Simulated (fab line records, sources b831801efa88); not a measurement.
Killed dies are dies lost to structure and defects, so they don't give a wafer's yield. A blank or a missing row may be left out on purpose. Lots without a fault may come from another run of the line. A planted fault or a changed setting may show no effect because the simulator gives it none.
A struck lot beside a sound one | flow sky130 | 15 steps out of a route of 708
Sound: wafers L674.3, L674.4, L674.5. Struck: wafers L687.2, L687.5. (L687.3 of the same lot was not struck and is left out.) The cause comes at the end.
At each step with rows: each side's tool, then ch and its chambers, then its first start. Under that, the readings that differ: sound wafers | struck wafers | difference of the means | sigmas: that difference in standard deviations of wafers without a fault.
alike: readings whose means differ by less than 2 such deviations, and words and numbers that are the same on both sides. not compared: withheld readings, readings that some wafer has no value for, bounds like >300 that may hide the same value, and numbers for which the record gives no deviation and whose values overlap.
The two part at a step that has a row with sigmas, a row that says differs or no value, or rows on one side only. Numbers that don't overlap but have no deviation are shown without sigmas and don't part them. A reading that every wafer of one side lacks parts them only if that side has two wafers or more.

first, 5 steps without rows for these wafers: SKY_LI_CONTACT_COAT_07 (resist thk 450 nm); SKY_LI_CONTACT_SOFTBAKE_08 (time 90 s); SKY_LI_CONTACT_EXPOSE_09 (exposes mask LICM1, target cd 170 nm); SKY_LI_CONTACT_PEB_10; SKY_LI_CONTACT_DEVELOP_11 (develop time 60 s).
SKY_LI_CONTACT_CD_MEAS_12: target cd 170 nm.
  sound on cd_sem-01, day 29 11:42; struck on cd_sem-01, day 33 18:44
  alike: cd_nm
SKY_LI_CONTACT_OVL_MEAS_13:
  sound on overlay-02, day 29 11:47; struck on overlay-01, day 33 18:50
  alike: LI_CONTACT_OVL
SKY_LI_CONTACT_ETCH_14: etches BARC in N2/H2, stops on SiO2, time 45.9 s, target depth 60 nm.
  sound on rie_diel-03 ch 1,2,3, day 29 11:49; struck on rie_diel-01 ch 0,3, day 33 18:52
  alike: drypump_motor_current_A, h2_flow_sccm, oes_product_au, throttle_valve_pct
  not compared: rf_hours_counter_h
SKY_LI_CONTACT_ETCH_15: etches PSG in C4F8/O2/Ar, stops on Si, target depth 600 nm.
  sound on rie_diel-03 ch 1,2,3, day 29 11:52; struck on rie_diel-01 ch 0,3, day 33 18:56
  alike: oes_product_au
SKY_LI_CONTACT_STRIP_16: strips in O2/N2.
  sound on plasma_asher-04 ch 0,1, day 29 11:58; struck on plasma_asher-04 ch 1, day 33 19:04
  alike: drypump_motor_current_A, o2_flow_sccm, oes_product_au, strip_time_to_endpoint_s
  not compared: rf_hours_counter_h
then, 2 steps without rows for these wafers: SKY_LI_CONTACT_CLEAN_17 (cleans in NMP, time 600 s); SKY_LI_CONTACT_PRE_CLEAN_18 (time 5.6 s).
SKY_LI_CONTACT_SPUTTER_19: material Ti, target thk 20 nm, time 106.37 s.
  sound on pvd_sputter-04, day 29 12:14; struck on pvd_sputter-04, day 33 19:21
  reading                                       | sound             | struck      | difference | sigmas
  model.Ti_of_LI_CONTACT_SPUTTER_19.thk_nm (nm) | 20.04 19.63 20.17 | 22.51 22.26 | +2.44      |
  alike: throttle_valve_pct
SKY_LI_CONTACT_SPUTTER_20: material TiN, target thk 20 nm, time 80 s.
  sound on pvd_sputter-04, day 29 12:19; struck on pvd_sputter-04, day 33 19:26
  alike: throttle_valve_pct
then, 1 step without rows for these wafers: SKY_PAD_OPEN_PROBE_99.

WHERE THEY PART
Nowhere in this record.

WHY: what the simulator had put in
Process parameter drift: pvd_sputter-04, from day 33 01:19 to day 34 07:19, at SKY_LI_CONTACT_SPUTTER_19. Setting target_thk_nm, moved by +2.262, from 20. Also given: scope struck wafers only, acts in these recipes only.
